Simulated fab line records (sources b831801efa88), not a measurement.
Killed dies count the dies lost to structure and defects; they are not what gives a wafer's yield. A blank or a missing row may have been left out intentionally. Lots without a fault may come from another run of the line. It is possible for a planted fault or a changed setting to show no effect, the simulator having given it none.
fab line records ; flow sky130
[record] lots = 14; wafers = 42; lastDay = 50
route steps=708 shown VIA1@479 PAD_OPEN@708
lots that met no fault: from a run of the same line without faults
startH: start of the lot's first displayed wafer, in hours after the record's first day ; waitH: time in hours since the lot's previous step ; " identical to the entry in the row above ; L1.1+2: a row that stands for several wafers ; - value missing, or start not given ; * or withheld: withheld ; < > ~ a bound
route shown NAME@n: NAME is a module with steps in the file, n the number in the route of the first one ; usual: mean and standard deviation over wafers with no fault ; same: alike in all rows ; chamber/n: place in a boat ; sites: the reading at each site ; _std_site: how widely they spread, as a standard deviation ; _edge_site: inner sites' mean taken away from outer sites' mean ; radiusMm: how far each site lies from the wafer's centre ; mask NAME#n: copy n ; behind: the tool/chamber that last shaped the wafer ; hold: why the lot was held/for how many hours/how that ended ; device: the n, p or np transistor that did not switch ; end of line: the route-end tests of the same wafers ; a step with no rows: only its recipe ; killed: the dies lost at the first sort to structure and to defects; this is not the yield of the wafer ; map: a wafer's dies, marking killed ones x, the rest . and places with no die _
set.NAME: the run value of the setting; set.NAME@STEP: its run value at that earlier step ; model.NAME: the simulator's own value behind a step, which no gauge read
the route's steps for a sample of lots (tables are steps, rows are wafers)
services: when a tool's chamber went out of use (startH, in hours from the record's first day, below 0 if earlier), for how many hours, and the reason
[[steps]]
[step SKY_VIA1_CVD_21]
[recipe] material = W; targetThkNm = 270; timeS = 80.902; tempC = 400; pressureTorr = 40
[usual] chamberPressureTorr = 39.99/0.078; heaterPowerW = 839/82
lot.wafer;tool;chamber;startH;waitH;chamberPressureTorr;heaterPowerW
L454.4;cvdW-01;1;776.51;0.1;40.01;777
L454.5;cvdW-01;0;776.51;0.1;39.81;814
L454.6;cvdW-01;1;776.51;0.1;39.87;741
L455.3;cvdW-01;0;785.95;0.1;40.03;808
L455.4;cvdW-01;1;785.95;0.1;39.98;750
L455.5;cvdW-01;1;785.95;0.1;39.89;733
L456.3;cvdW-02;1;798.85;0.1;39.96;866
L456.5;cvdW-02;1;798.85;0.1;39.90;847
L456.6;cvdW-02;0;798.85;0.1;40.01;984
L458.2;cvdW-01;0;813.96;0.0;39.99;823
L458.4;cvdW-01;1;813.96;0.0;40.00;723
L458.6;cvdW-01;0;813.96;0.0;39.98;805
L459.1;cvdW-02;1;819.36;0.0;40.02;861
L459.5;cvdW-02;0;819.36;0.0;39.97;970
L459.6;cvdW-02;1;819.36;0.0;39.95;857
L460.1;cvdW-02;1;834.22;0.0;40.00;859
L460.4;cvdW-02;0;834.22;0.0;39.93;985
L460.6;cvdW-02;1;834.22;0.0;40.01;841
L461.4;cvdW-01;0;839.30;0.1;39.90;804
L461.5;cvdW-01;1;839.30;0.1;39.86;755
L461.6;cvdW-01;0;839.30;0.1;39.92;808
L462.3;cvdW-01;1;851.47;0.1;40.10;748
L462.4;cvdW-01;0;851.47;0.1;39.99;798
L462.6;cvdW-01;0;851.47;0.1;40.09;825
L469.1;cvdW-01;0;908.15;0.0;39.99;809
L469.5;cvdW-01;1;908.15;0.0;40.01;744
L469.6;cvdW-01;0;908.15;0.0;40.01;806
L470.1;cvdW-01;0;916.63;0.0;47.58;809
L470.2;cvdW-01;1;916.63;0.0;40.04;741
L470.4;cvdW-01;1;916.63;0.0;40.12;740
L471.1;cvdW-01;0;922.53;0.0;47.43;795
L471.4;cvdW-01;0;922.53;0.0;47.49;803
L471.6;cvdW-01;1;922.53;0.0;40.05;743
L472.2;cvdW-02;0;929.52;0.0;39.95;910
L472.4;cvdW-02;1;929.52;0.0;40.10;823
L472.5;cvdW-02;0;929.52;0.0;39.80;879
L473.3;cvdW-01;0;930.96;0.1;47.64;820
L473.4;cvdW-01;1;930.96;0.1;40.01;766
L473.6;cvdW-01;0;930.96;0.1;47.62;805
L477.1;cvdW-02;1;949.84;0.0;40.19;825
L477.4;cvdW-02;1;949.84;0.0;39.99;831
L477.6;cvdW-02;1;949.84;0.0;40.09;820
[step SKY_VIA1_RS_MEAS_22]
[recipe] thkMeasGauge = four-point-probe; reads = W_of_VIA1_CVD_21+TiN_of_VIA1_SPUTTER_20
[usual] VIA1_W_RS = 0.429/0.0048
lot.wafer;tool;chamber;startH;waitH;VIA1_W_RS[ohm/sq]
L454.4;filmMetro-01;-;776.63;0.1;0.432
L454.5;filmMetro-01;-;776.63;0.1;0.436
L454.6;filmMetro-01;-;776.63;0.1;0.435
L455.3;filmMetro-03;-;786.05;0.1;0.424
L455.4;filmMetro-03;-;786.05;0.1;0.427
L455.5;filmMetro-03;-;786.05;0.1;0.423
L456.3;filmMetro-01;-;798.95;0.1;0.433
L456.5;filmMetro-01;-;798.95;0.1;0.429
L456.6;filmMetro-01;-;798.95;0.1;0.425
L458.2;filmMetro-01;-;814.08;0.1;0.427
L458.4;filmMetro-01;-;814.08;0.1;0.425
L458.6;filmMetro-01;-;814.08;0.1;0.429
L459.1;filmMetro-03;-;819.45;0.1;0.431
L459.5;filmMetro-03;-;819.45;0.1;0.430
L459.6;filmMetro-03;-;819.45;0.1;0.432
L460.1;filmMetro-01;-;834.31;0.1;0.433
L460.4;filmMetro-01;-;834.31;0.1;0.432
L460.6;filmMetro-01;-;834.31;0.1;0.435
L461.4;filmMetro-01;-;839.42;0.1;0.432
L461.5;filmMetro-01;-;839.42;0.1;0.433
L461.6;filmMetro-01;-;839.42;0.1;0.434
L462.3;filmMetro-02;-;851.57;0.1;0.427
L462.4;filmMetro-02;-;851.57;0.1;0.434
L462.6;filmMetro-02;-;851.57;0.1;0.429
L469.1;filmMetro-01;-;908.25;0.1;0.424
L469.5;filmMetro-01;-;908.25;0.1;0.427
L469.6;filmMetro-01;-;908.25;0.1;0.428
L470.1;filmMetro-03;-;916.72;0.1;0.384
L470.2;filmMetro-03;-;916.72;0.1;0.429
L470.4;filmMetro-03;-;916.72;0.1;0.418
L471.1;filmMetro-03;-;922.63;0.1;0.396
L471.4;filmMetro-03;-;922.63;0.1;0.392
L471.6;filmMetro-03;-;922.63;0.1;0.425
L472.2;filmMetro-03;-;929.63;0.1;0.431
L472.4;filmMetro-03;-;929.63;0.1;0.433
L472.5;filmMetro-03;-;929.63;0.1;0.429
L473.3;filmMetro-03;-;931.07;0.1;0.388
L473.4;filmMetro-03;-;931.07;0.1;0.423
L473.6;filmMetro-03;-;931.07;0.1;0.388
L477.1;filmMetro-02;-;949.93;0.1;0.436
L477.4;filmMetro-02;-;949.93;0.1;0.436
L477.6;filmMetro-02;-;949.93;0.1;0.439
[step SKY_VIA1_THK_MEAS_23]
[recipe] thkMeasGauge = xrf; reads = W_of_VIA1_CVD_21
[usual] VIA1_W_THK = 264.2/2.9
lot.wafer;tool;chamber;startH;waitH;VIA1_W_THK[nm]
L454.4;filmMetro-01;-;776.72;0.1;261.1
L454.5;filmMetro-01;-;776.72;0.1;259.6
L454.6;filmMetro-01;-;776.72;0.1;260.1
L455.3;filmMetro-03;-;786.15;0.1;264.3
L455.4;filmMetro-03;-;786.15;0.1;263.4
L455.5;filmMetro-03;-;786.15;0.1;265.2
L456.3;filmMetro-01;-;799.05;0.1;261.3
L456.5;filmMetro-01;-;799.05;0.1;261.3
L456.6;filmMetro-01;-;799.05;0.1;265.8
L458.2;filmMetro-01;-;814.19;0.1;263.8
L458.4;filmMetro-01;-;814.19;0.1;265.5
L458.6;filmMetro-01;-;814.19;0.1;262.6
L459.1;filmMetro-03;-;819.57;0.1;263.2
L459.5;filmMetro-03;-;819.57;0.1;262.7
L459.6;filmMetro-03;-;819.57;0.1;263.9
L460.1;filmMetro-01;-;834.43;0.1;265.8
L460.4;filmMetro-01;-;834.43;0.1;264.3
L460.6;filmMetro-01;-;834.43;0.1;262.0
L461.4;filmMetro-01;-;839.51;0.1;266.6
L461.5;filmMetro-01;-;839.51;0.1;262.9
L461.6;filmMetro-01;-;839.51;0.1;262.5
L462.3;filmMetro-02;-;851.67;0.1;264.6
L462.4;filmMetro-02;-;851.67;0.1;260.5
L462.6;filmMetro-02;-;851.67;0.1;263.9
L469.1;filmMetro-01;-;908.37;0.1;266.9
L469.5;filmMetro-01;-;908.37;0.1;266.2
L469.6;filmMetro-01;-;908.37;0.1;265.5
L470.1;filmMetro-03;-;916.84;0.1;293.7
L470.2;filmMetro-03;-;916.84;0.1;266.3
L470.4;filmMetro-03;-;916.84;0.1;270.0
L471.1;filmMetro-03;-;922.75;0.1;286.8
L471.4;filmMetro-03;-;922.75;0.1;289.0
L471.6;filmMetro-03;-;922.75;0.1;266.2
L472.2;filmMetro-03;-;929.74;0.1;263.1
L472.4;filmMetro-03;-;929.74;0.1;260.0
L472.5;filmMetro-03;-;929.74;0.1;262.4
L473.3;filmMetro-03;-;931.17;0.1;291.3
L473.4;filmMetro-03;-;931.17;0.1;267.6
L473.6;filmMetro-03;-;931.17;0.1;291.4
L477.1;filmMetro-02;-;950.05;0.1;260.5
L477.4;filmMetro-02;-;950.05;0.1;259.6
L477.6;filmMetro-02;-;950.05;0.1;260.6
[step SKY_PAD_OPEN_PROBE_99]
[usual] defectLimitedYield = 82.3/1.8; killed_at_M0_to_M3 = 44/7.2; killed_at_M4_up = 3.1/1.8; killedAtContacts = 24/4.5; killedAtFrontEnd = 16/4.4; killedAtOther = 0.2/0.42; killedDies = 87/8.9; killedOpen = 48/6.4; killedShort = 39/6.2; sort_bin_3_pad_short = 0.9/0.46; sort_bin_5_function = 10.5/1.6; sort_bin_6_memory = 6.3/1.1; sortNPass = 405/8.9; sortYieldPct = 82.3/1.8
[same] grossDies = 492; killedAtBackSide = 0; sort_bin_4_leakage[%] = 0; sort_bin_8_speed[%] = 0
lot.wafer;tool;chamber;startH;waitH;defectLimitedYield[%];killed_at_M0_to_M3;killed_at_M4_up;killedAtContacts;killedAtFrontEnd;killedAtOther;killedDies;killedOpen;killedShort;sort_bin_3_pad_short[%];sort_bin_5_function[%];sort_bin_6_memory[%];sortNPass;sortYieldPct[%]
L460.1;prober-01;-;1097.38;0.1;80.1;43;4;20;29;2;98;40;58;0.4;9.8;9.8;394;80.1
L460.4;prober-01;-;1097.53;0.2;82.7;38;2;23;22;0;85;51;34;0.8;10.2;6.3;407;82.7
L460.6;prober-01;-;1097.63;0.2;81.1;42;0;28;23;0;93;46;47;1.6;9.6;7.7;399;81.1
L462.3;prober-01;-;1115.13;0.2;84.1;41;5;22;10;0;78;42;36;0.4;9.3;6.1;414;84.1
L462.4;prober-01;-;1115.18;0.2;84.3;34;6;24;13;0;77;42;35;1.8;8.3;5.5;415;84.3
L462.6;prober-01;-;1115.28;0.2;82.7;44;4;24;13;0;85;45;40;1.4;10.4;5.5;407;82.7
// killed by level:class
L460.1 POLY_GATE:geometricParticle:short=8 VIA1:geometricParticle:open=8 METAL2:geometricParticle:short=8 POLY_GATE:geometricParticle:open=7 LI_CONTACT:geometricParticle:open=6 LOCAL_INTERCONNECT:geometricParticle:short=6 VIA1:geometricParticle:short=6 VIA2:geometricParticle:short=6
L460.4 VIA1:geometricParticle:open=12 FIELD_ISO:geometricParticle:short=10 FIELD_ISO:geometricParticle:open=8 CONTACT:geometricParticle:open=8 LI_CONTACT:geometricParticle:open=7 VIA3:geometricParticle:open=7 LOCAL_INTERCONNECT:geometricParticle:short=4 VIA2:geometricParticle:open=4
L460.6 VIA1:geometricParticle:open=9 VIA2:geometricParticle:open=8 CONTACT:geometricParticle:open=8 LOCAL_INTERCONNECT:geometricParticle:short=7 FIELD_ISO:geometricParticle:short=6 POLY_GATE:geometricParticle:open=6 LI_CONTACT:geometricParticle:open=6 METAL2:geometricParticle:short=6
L462.3 CONTACT:geometricParticle:open=10 VIA3:geometricParticle:open=9 METAL1:geometricParticle:short=6 LOCAL_INTERCONNECT:geometricParticle:short=5 VIA1:geometricParticle:short=5 METAL2:geometricParticle:short=5 METAL3:geometricParticle:short=5 LI_CONTACT:geometricParticle:open=4
L462.4 CONTACT:geometricParticle:open=11 VIA3:geometricParticle:open=7 FIELD_ISO:geometricParticle:open=6 VIA1:geometricParticle:open=6 METAL1:geometricParticle:short=5 METAL2:geometricParticle:short=4 LI_CONTACT:geometricParticle:short=4 LOCAL_INTERCONNECT:geometricParticle:short=4
L462.6 VIA1:geometricParticle:open=11 VIA2:geometricParticle:open=8 LI_CONTACT:geometricParticle:open=6 CONTACT:geometricParticle:short=6 CONTACT:geometricParticle:open=6 METAL1:geometricParticle:short=6 POLY_GATE:geometricParticle:open=5 FIELD_ISO:geometricParticle:short=4
[[services]]
tool;chamber;startH;hours;kind
cvdW-01;-;786.25;2.8;pm
cvdW-01;1;799.80;2.7;repair
cvdW-02;0;822.33;3.1;repair
cvdW-02;-;850.23;6.9;pm
cvdW-02;-;858.67;4.3;pm
cvdW-02;1;872.22;13.5;repair
cvdW-02;-;904.00;14.0;pm
cvdW-02;0;904.00;14.0;ventCycle
cvdW-02;1;904.00;14.0;ventCycle
cvdW-02;0;918.00;-;clean
cvdW-02;1;918.00;-;clean
cvdW-02;-;924.43;1.0;repair
[[key]]
[firstSign] step = SKY_VIA1_CVD_21; reading = chamberPressureTorr; direction = up; sigmas = 97; usual = 39.99; struck = 47.55
[effect] step = SKY_VIA1_RS_MEAS_22; reading = VIA1_W_RS; direction = down; sigmas = 8.3; usual = 0.429; struck = 0.389
[effect] step = SKY_VIA1_THK_MEAS_23; reading = VIA1_W_THK; direction = up; sigmas = 9; usual = 264.2; struck = 290.4
metAt SKY_VIA1_CVD_21
struckLots L470,L471,L473
struckWafers L470.1,L471.1,L471.4,L473.3,L473.6
onsetBetween 908.15 916.63
[fault] kind = processParameterDrift; tool = cvdW-01; chamber = 0; onsetH = 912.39; steps = SKY_VIA1_CVD_21; channel = pressureTorr; offset = 7.5962; shape = step; endH = 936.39; actsIn = theseRecipesOnly; stated = 40
